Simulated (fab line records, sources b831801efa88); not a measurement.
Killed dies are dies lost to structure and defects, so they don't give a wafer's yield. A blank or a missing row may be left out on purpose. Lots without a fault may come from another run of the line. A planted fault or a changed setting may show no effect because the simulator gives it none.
Which tool did it? | flow sky130 | 10 lots, 30 wafers sampled, at 2 steps of a route of 708

WHAT THE GAUGES READ, wafer by wafer
SKY_VIA1_RS_MEAS_22: measures by four-point-probe.
lot  | measured     | on            | VIA1_W_RS (ohm/sq)
L304 | day 33 13:49 | film_metro-04 | 0.432 0.435 0.439
L307 | day 34 15:34 | film_metro-04 | 0.434 0.431 0.437
L313 | day 36 19:31 | film_metro-02 | 0.313 0.314 0.314
L314 | day 37 03:55 | film_metro-02 | 0.319 0.317 0.318
L317 | day 37 20:51 | film_metro-04 | 0.430 0.431 0.423
L319 | day 38 12:11 | film_metro-01 | 0.426 0.424 0.428
L323 | day 40 06:56 | film_metro-04 | 0.432 0.431 0.435
L325 | day 40 19:55 | film_metro-02 | 0.429 0.429 0.427
L327 | day 41 00:02 | film_metro-04 | 0.435 0.433 0.434
L326 | day 41 01:02 | film_metro-01 | 0.438 0.435 0.435

WHICH TOOL RAN EACH LOT (tool, then ch and the chambers of the sampled wafers, then the start)
lot  | SKY_VIA1_CVD_21
L304 | cvd_w-01 ch 0,1, day 33 13:42
L307 | cvd_w-02 ch 0,1, day 34 15:28
L313 | cvd_w-01 ch 0,1, day 36 19:24
L314 | cvd_w-01 ch 0, day 37 03:48
L317 | cvd_w-02 ch 0, day 37 20:45
L319 | cvd_w-02 ch 0,1, day 38 12:02
L323 | cvd_w-01 ch 0,1, day 40 06:50
L325 | cvd_w-01 ch 1, day 40 19:49
L327 | cvd_w-02 ch 0, day 40 23:57
L326 | cvd_w-01 ch 0,1, day 41 00:55
- SKY_VIA1_CVD_21: deposits W, target thk 270 nm, time 80.902 s.

THE ANSWER, worked out from the rows above alone
Rule: what is usual is taken from the lots themselves. Put in order of their means at a reading, lots are off if they are a third of the lots or fewer, leave a main group of 4 or more, and stand apart from it by a gap of 3 or more times the standard deviation of the main group's means; of several such gaps the widest counts. A main group whose means are all the same, to the digits that the tables above print for the reading, isn't used. A lot without any number at a reading at which 4 lots or more have one is off too. The other lots that the step has rows for count as sound.
Off: L313, L314, at SKY_VIA1_RS_MEAS_22 (VIA1_W_RS). The main group: mean 0.432 ohm/sq, standard deviation 0.0035.
A tool fits if, at a process step before that reading, it ran every lot that is off, and no sound lot after the first of them. The gauges at SKY_VIA1_RS_MEAS_22 are tried like those tools. None of those tried fits.

WHAT THE SIMULATOR HAD PUT IN
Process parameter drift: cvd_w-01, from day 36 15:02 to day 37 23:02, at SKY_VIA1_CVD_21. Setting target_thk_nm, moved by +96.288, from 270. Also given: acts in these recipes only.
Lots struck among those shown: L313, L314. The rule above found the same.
